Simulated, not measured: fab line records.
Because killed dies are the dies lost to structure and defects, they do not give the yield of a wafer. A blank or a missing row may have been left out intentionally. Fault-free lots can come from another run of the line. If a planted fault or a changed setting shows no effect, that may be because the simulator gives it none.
A lot that was struck, set against a sound lot :: flow sfq-line :: 42 steps out of a route of 325
Sound: the wafers L536.1, L536.3, L536.5. Wafers L549.2, L549.5, L549.6 were the ones struck. The cause comes at the end.
At each step with rows: each side's tool, then ch and its chambers, then its first start. Under that, the readings that differ: sound wafers :: struck wafers :: difference of the means :: sigmas: that difference in standard deviations of wafers without a fault.
alike: same words and numbers on both sides, and readings whose means sit less than 2 such deviations apart. not compared: any withheld reading, any reading some wafer has no value for, any bound like >300 that may hide the same value, and any number with overlapping values for which the record gives no deviation.
The two part at a step that has a row with sigmas, a row that says differs or no value, or rows on one side only. Numbers that have no deviation but don't overlap get no sigmas and don't part them. A reading that every wafer of one side lacks parts them only if that side has two wafers or more.

first, 1 step without rows for these wafers: SFQ_TRILAYER_R5_DEP_SPUTTER_133 (material MoNx, target thk 40 nm, time 66.7 s).
SFQ_TRILAYER_R5_DEP_SPUTTER_134: material Ti, target thk 5 nm, time 5 s.
  sound: pvd-sputter-03 at day 44 05:10; struck: pvd-sputter-03 at day 61 06:58
  alike: throttle-valve-pct
SFQ_R5_RS_MEAS_933: uses a four-point probe to measure.
  sound: film-metro-02 at day 44 05:11; struck: film-metro-03 at day 61 07:00
  alike: R5_MONX_RS
SFQ_R5_THK_MEAS_934: measures by xrf.
  sound: film-metro-02 at day 44 05:18; struck: film-metro-03 at day 61 07:07
  alike: R5_MONX_THK
then, 6 steps without rows for these wafers: SFQ_TRILAYER_R5_LITHO_COAT_141 (resist thk 62 nm); SFQ_TRILAYER_R5_LITHO_COAT_136 (resist thk 600 nm); SFQ_TRILAYER_R5_LITHO_SOFTBAKE_140; SFQ_TRILAYER_R5_LITHO_EXPOSE_137 (exposes mask R5, target cd 500 nm); SFQ_TRILAYER_R5_LITHO_PEB_139 (peb time 60 s); SFQ_TRILAYER_R5_LITHO_DEVELOP_138 (time 60 s).
SFQ_R5_OVL_MEAS_935:
  sound: overlay-01 at day 47 04:08; struck: overlay-01 at day 61 09:49
  alike: R5_OVL
SFQ_TRILAYER_R5_BARC_OPEN_METAL_ETCH_177: etches BARC in O2, target depth 125 nm, time 41.7 s.
  sound on rie-metal-01 ch 0,1, day 47 04:10; struck on rie-metal-04 ch 0,1, day 61 09:51
  alike: drypump-motor-current-A, oes-product-au, rf-fwd-power-W
  not compared: rf-hours-counter-h
SFQ_TRILAYER_R5_ETCH_METAL_ETCH_139: etches the open film in Cl2, stops on SiO2, target depth 60 nm, time 40 s.
  sound on rie-metal-01 ch 0,1, day 47 04:13; struck on rie-metal-04 ch 0,1, day 61 09:55
reading: oes-product-au (a.u.)
sound: 0.990 0.987 0.981
struck: 0.924 0.925 0.916
difference: -0.064
sigmas: -11

reading: rf-fwd-power-W (W)
sound: 595.7 591.2 595.8
struck: 496.9 497.1 495.2
difference: -97.8
sigmas: -39

reading: model.etch.depth-nm (nm)
sound: 59.7 58.85 59.93
struck: 52.3 52.21 51.75
difference: -7.4
sigmas: 

reading: model.R5.feature-depth-nm (nm)
sound: 59.7 58.85 59.93
struck: 52.3 52.21 51.75
difference: -7.4
sigmas: 
  alike: drypump-motor-current-A
  not compared: rf-hours-counter-h, model.KrF_of_TRILAYER_R5_LITHO_COAT_136.thk-nm
then, 9 steps without rows for these wafers: SFQ_TRILAYER_R5_STRIP_STRIP_140 (strips in O2); SFQ_TRILAYER_R5_STRIP_SOLV_CLEAN_141 (cleans in NMP, time 600 s); SFQ_TRILAYER_A5C_DEP_PECVD_142 (deposits SiO2 from SiH4/N2O, time 15.556 s, target thk 70 nm); SFQ_TRILAYER_I5_LITHO_COAT_149 (resist thk 62 nm); SFQ_TRILAYER_I5_LITHO_COAT_144 (resist thk 650 nm); SFQ_TRILAYER_I5_LITHO_SOFTBAKE_148; SFQ_TRILAYER_I5_LITHO_EXPOSE_145 (exposes mask I5, target cd 700 nm); SFQ_TRILAYER_I5_LITHO_PEB_147 (peb time 60 s); SFQ_TRILAYER_I5_LITHO_DEVELOP_146 (time 60 s).
SFQ_I5_OVL_MEAS_936:
  sound: overlay-02 at day 52 08:50; struck: overlay-02 at day 61 22:47
  alike: I5_OVL
SFQ_TRILAYER_I5_BARC_OPEN_VIA_ETCH_200: etches BARC in O2, target depth 125 nm, time 41.7 s.
  sound on rie-diel-03 ch 0,1,3, day 52 08:53; struck on rie-diel-04 ch 1,3, day 61 22:49
  alike: drypump-motor-current-A, oes-product-au, rf-fwd-power-W
  not compared: rf-hours-counter-h
then, 9 steps without rows for these wafers: SFQ_TRILAYER_I5_ETCH_VIA_ETCH_147 (etches the open film in CHF3, stops on Nb, target depth 360 nm); SFQ_TRILAYER_I5_STRIP_STRIP_148 (strips in O2); SFQ_TRILAYER_I5_STRIP_SOLV_CLEAN_149 (cleans in NMP, time 600 s); SFQ_TRILAYER_C5_LITHO_COAT_156 (resist thk 62 nm); SFQ_TRILAYER_C5_LITHO_COAT_151 (resist thk 650 nm); SFQ_TRILAYER_C5_LITHO_SOFTBAKE_155; SFQ_TRILAYER_C5_LITHO_EXPOSE_152 (exposes mask C5, target cd 500 nm); SFQ_TRILAYER_C5_LITHO_PEB_154 (peb time 60 s); SFQ_TRILAYER_C5_LITHO_DEVELOP_153 (time 60 s).
-- the record jumps here: 4 days lie between the struck wafers' starts before and after --
SFQ_C5_OVL_MEAS_937:
  sound: overlay-02 at day 52 12:05; struck: overlay-02 at day 65 12:06
  alike: C5_OVL
SFQ_TRILAYER_C5_BARC_OPEN_VIA_ETCH_210: etches BARC in O2, target depth 125 nm, time 41.7 s.
  sound on rie-diel-02 ch 1,3, day 52 12:08; struck on rie-diel-01 ch 1,2, day 65 12:08
  alike: drypump-motor-current-A, oes-product-au, rf-fwd-power-W
  not compared: rf-hours-counter-h
then, 1 step without rows for these wafers: SFQ_TRILAYER_C5_ETCH_VIA_ETCH_154 (etches SiO2 in CHF3, stops on Nb, target depth 84 nm).
SFQ_TRILAYER_C5_STRIP_STRIP_155: strips in O2.
  sound on rie-metal-03 ch 0,1, day 52 12:13; struck on rie-metal-03 ch 0,1, day 65 12:13
  alike: drypump-motor-current-A, oes-product-au
  not compared: rf-hours-counter-h
then, 3 steps without rows for these wafers: SFQ_TRILAYER_C5_STRIP_SOLV_CLEAN_156 (cleans in NMP, time 600 s); SFQ_TRILAYER_M6_DEP_PRE_CLEAN_158 (time 22.5 s); SFQ_TRILAYER_M6_DEP_SPUTTER_157 (material Nb, target thk 200 nm, time 133.3 s).
SFQ_M6_RS_MEAS_938: uses a four-point probe to measure.
  sound: film-metro-02 at day 52 13:20; struck: film-metro-01 at day 65 13:08
  alike: M6_NB_RS
-- the record jumps here: 10 days lie between the struck wafers' starts before and after (it left off in module M6 and takes up again in module M8, whose first step shown is number 325 of the route) --
SFQ_M8_BOW_MEAS_951:
  sound: film-metro-01 at day 68 17:12; struck: film-metro-02 at day 75 19:15
reading: model.etest.r5.comb-log10-ohm
sound: 12 12 12
struck: 0 0 0
difference: -12
sigmas: 
  alike: M8_BOW

== WHERE THEY PART ==
Only at SFQ_TRILAYER_R5_ETCH_METAL_ETCH_139, as far as this record shows. Later steps at which nothing parts them and some readings are alike: SFQ_I5_OVL_MEAS_936, SFQ_TRILAYER_I5_BARC_OPEN_VIA_ETCH_200, SFQ_C5_OVL_MEAS_937, SFQ_TRILAYER_C5_BARC_OPEN_VIA_ETCH_210, SFQ_TRILAYER_C5_STRIP_STRIP_155, SFQ_M6_RS_MEAS_938, SFQ_M8_BOW_MEAS_951.

WHY: whatever the simulator had introduced
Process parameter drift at SFQ_TRILAYER_R5_ETCH_METAL_ETCH_139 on rie-metal-04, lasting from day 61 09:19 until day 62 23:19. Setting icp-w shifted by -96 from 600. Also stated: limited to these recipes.
